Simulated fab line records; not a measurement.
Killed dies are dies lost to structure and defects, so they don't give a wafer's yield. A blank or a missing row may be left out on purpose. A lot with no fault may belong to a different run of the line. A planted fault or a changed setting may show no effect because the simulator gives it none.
Matching of chambers -- flow gf180mcu -- cmp-01 running GF_V1_CMP_26: 4 sister chambers
The step polishes, stops on SiO2, t overpolish 15 s, target thk 0 nm. 16 wafers are shown with their chamber, then 8 later ones without.

## EACH WAFER AND ITS CHAMBER
wafer,chamber,motor-current-A (A),overpolish-run-s (s),time-to-endpoint-s (s)
L074.1,2,10.4,14.995,83
L074.3,3,10.4,15.015,80
L074.6,2,10.2,15.015,82
L075.1,3,10.8,15.006,81
L075.4,1,13.4,14.998,80
L075.6,2,10.2,15.002,80
L076.1,0,11.2,15.006,85
L076.3,3,10.3,14.989,83
L076.6,1,13.4,14.989,81
L077.1,1,13.2,14.994,78
L077.2,3,10.0,15.001,77
L077.3,0,11.5,15.001,81
L077.4,2,9.8,15.022,75
L077.5,1,13.6,15.007,77
L077.6,0,10.8,15.009,78
L078.1,2,9.8,14.998,77

SIGNATURES (means of the wafers above)
reading,chamber 0,chamber 1,chamber 2,chamber 3,scatter within a chamber
motor-current-A,11.167,13.400,10.080,10.375,0.28
overpolish-run-s,15.00533,14.99700,15.00640,15.00275,0.00956
time-to-endpoint-s,81.33,79.00,79.40,80.25,2.87
Rule: distance of a wafer from a chamber = root of the sum over the readings of ((wafer's reading minus chamber's mean) / reading's scatter) squared. If the next closest chamber is less than 2 further off than the closest, the wafer can't be placed; otherwise it belongs to the closest. How the scatter is found: for the shown wafers, subtract from each reading the mean of its chamber, square and add these, divide the total by (wafers less chambers), then take the root.

## WAFERS WITHOUT THEIR CHAMBER
wafer,motor-current-A (A),overpolish-run-s (s),time-to-endpoint-s (s)
L078.5,10.2,14.985,79
L078.6,10.6,15.010,84
L081.3,13.8,15.015,86
L081.4,10.5,14.972,87
L081.5,13.5,15.004,87
L083.1,10.3,14.994,90
L083.3,9.8,15.001,83
L083.4,13.7,14.989,88

## THE CHAMBER EACH PASSED THROUGH
wafer,from the rows above,in truth
L078.5,can't be placed: 3 or 2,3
L078.6,can't be placed: 3 or 0 or 2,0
L081.3,1,1
L081.4,can't be placed: 3 or 0 or 2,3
L081.5,1,1
L083.1,can't be placed: 3 or 2 or 0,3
L083.3,can't be placed: 2 or 3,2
L083.4,1,1
3 of 8 placed correctly. These rows do not allow placing 5 (true chamber among the candidates in 5). Number placed wrongly: 0.
